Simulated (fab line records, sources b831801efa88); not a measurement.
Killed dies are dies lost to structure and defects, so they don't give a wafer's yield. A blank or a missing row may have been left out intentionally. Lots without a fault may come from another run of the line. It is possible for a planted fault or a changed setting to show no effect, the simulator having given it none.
One fault seen from 2 desks | flow sky130 | every desk sees just its own numbers, and what lay behind them comes last

## AT THE METROLOGY DESK
Means of the sampled wafers that have a number, per lot and without regard to the tool the lot ran on: this is what the gauges read. Marked OUT: a lot whose mean sits more than 4 standard deviations from the usual mean, which makes it out of limits; the brackets give that distance.
Columns: A = VIA1_OVL at SKY_VIA1_OVL_MEAS_13, usual -2 nm; B = VIA1_W_RS at SKY_VIA1_RS_MEAS_22, usual 0.430 ohm/sq; C = VIA1_W_THK at SKY_VIA1_THK_MEAS_23, usual 271 nm
lot  | first seen here | A  | B               | C
L929 | day 35 20:50    | -3 | 0.428           | 270
L933 | day 35 21:12    | -6 | 0.431           | 270
L934 | day 35 21:26    | 2  | 0.427           | 273
L937 | day 36 22:38    | -4 | 0.381 (-10) OUT | 303 (+9.9) OUT
L939 | day 38 01:17    | -1 | 0.374 (-12) OUT | 311 (+12) OUT
L945 | day 39 02:29    | -7 | 0.429           | 270
L943 | day 39 02:53    | 3  | 0.425           | 277
L947 | day 39 04:44    | -8 | 0.435           | 266
L950 | day 40 10:45    | -4 | 0.429           | 273
L951 | day 40 11:37    | -7 | 0.439           | 267
This desk's result: L937, L939 out of limits, first on L937 (VIA1_W_RS at SKY_VIA1_RS_MEAS_22), day 36 23:31. In limits: L929, L933, L934, L945, L943, L947, L950, L951.

## DESK OF THE TOOL OWNER: cvdW-02
The tool's own readings at SKY_VIA1_CVD_21 (deposits W, target thk 270 nm, time 80.902 s): means of the sampled wafers that have a number, for each lot that ran on this tool. Marked OUT: a lot whose mean sits more than 4 standard deviations from the usual mean, which makes it out of limits; the brackets give that distance.
Columns: A = chamberPressureTorr at SKY_VIA1_CVD_21, usual 39.98 Torr; B = heaterPowerW at SKY_VIA1_CVD_21, usual 921 W; C = susceptorTempC at SKY_VIA1_CVD_21, usual 399.99 C
lot  | first seen here | A                       | B    | C
L929 | day 35 21:37    | 40.00                   | 993  | 399.78
L934 | day 35 22:16    | 39.98                   | 940  | 400.27
L937 | day 36 23:26    | 50.60 (+99 or more) OUT | 954  | 400.05
L939 | day 38 02:09    | 50.69 (+99 or more) OUT | 1016 | 399.96
Finding of this desk: L937, L939 out of limits; the first was L937 at day 36 23:26, on chamberPressureTorr at SKY_VIA1_CVD_21. In limits: L929, L934.

## ALL TOGETHER
The tool owner's desk could have raised an alarm at day 36 23:26, on L937, L939.
The metrology desk could have raised an alarm at day 36 23:31, on L937, L939.
On cvdW-02, each named lot ran SKY_VIA1_CVD_21.

## WHAT THE SIMULATOR HAD INSERTED
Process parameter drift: cvdW-02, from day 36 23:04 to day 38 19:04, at SKY_VIA1_CVD_21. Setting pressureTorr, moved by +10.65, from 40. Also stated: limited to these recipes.
Struck lots among those shown: L937, L939.
Time in hours from fault onset to the first out-of-limits reading at each desk: tool owner's desk 0, metrology desk 0.
